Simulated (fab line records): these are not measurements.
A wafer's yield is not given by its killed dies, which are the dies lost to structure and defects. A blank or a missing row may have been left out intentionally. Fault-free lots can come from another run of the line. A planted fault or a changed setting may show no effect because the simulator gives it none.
2 desks, one fault / flow sky130 / each desk has only its own numbers; what lay behind them comes last

TOOL OWNER'S DESK, rie_metal-02
The tool's own readings at SKY_METAL3_METAL_ETCH_18 (etches the open film in Cl2/BCl3, stops on SiO2, target depth 845 nm, time 183.1 s): means of the sampled wafers that have a number, for each lot that ran on this tool. Marked OUT: a lot whose mean sits more than 4 standard deviations from the usual mean, which makes it out of limits; the brackets give that distance.
Columns: A = drypump_motor_current_A at SKY_METAL3_METAL_ETCH_18, usual 5.4 A; B = oes_product_au at SKY_METAL3_METAL_ETCH_18, usual 0.864 a.u.; C = throttle_valve_pct at SKY_METAL3_METAL_ETCH_18, usual 22.264 %
lot=L142; first seen here=day 39 05:01; A=5.2; B=0.865; C=22.264
lot=L144; first seen here=day 39 10:07; A=5.2; B=0.864; C=22.269
lot=L147; first seen here=day 40 07:53; A=5.1; B=0.862; C=22.263
lot=L146; first seen here=day 40 10:22; A=5.1; B=0.859; C=22.269
lot=L150; first seen here=day 41 08:16; A=5.2; B=0.871; C=22.265
lot=L153; first seen here=day 42 09:38; A=5.2; B=0.855; C=22.258
lot=L154; first seen here=day 42 14:49; A=5.2; B=0.860; C=22.271
lot=L155; first seen here=day 42 16:52; A=5.2; B=0.857; C=22.263
This desk's verdict: no lot among the 8 shows anything out of limits.

FROM THE METROLOGY DESK
What the gauges read, lot by lot, whatever tool the lot ran on: means of the sampled wafers that have a number. Marked OUT: a lot whose mean sits more than 4 standard deviations from the usual mean, which makes it out of limits; the brackets give that distance.
Columns: A = VIA4_OVL at SKY_VIA4_OVL_MEAS_11, usual 0.2 nm
lot=L141; first seen here=day 43 06:22; A=-0.5
lot=L142; first seen here=day 43 09:56; A=0.8
lot=L143; first seen here=day 43 11:46; A=0.9
lot=L144; first seen here=day 43 13:13; A=0.8
lot=L147; first seen here=day 44 11:05; A=1.5
lot=L146; first seen here=day 44 12:39; A=0.9
lot=L148; first seen here=day 44 16:44; A=-0.3
lot=L150; first seen here=day 45 10:00; A=1.1
lot=L153; first seen here=day 46 06:31; A=1.4
lot=L154; first seen here=day 46 12:40; A=0.2
lot=L155; first seen here=day 46 13:30; A=-1.8
lot=L159; first seen here=day 47 15:44; A=1.2
This desk's verdict: no lot among the 12 shows anything out of limits.

BROUGHT TOGETHER
The desk of the tool owner found nothing out of limits.
Metrology desk: nothing out of limits seen.

WHAT WAS PUT IN BY THE SIMULATOR
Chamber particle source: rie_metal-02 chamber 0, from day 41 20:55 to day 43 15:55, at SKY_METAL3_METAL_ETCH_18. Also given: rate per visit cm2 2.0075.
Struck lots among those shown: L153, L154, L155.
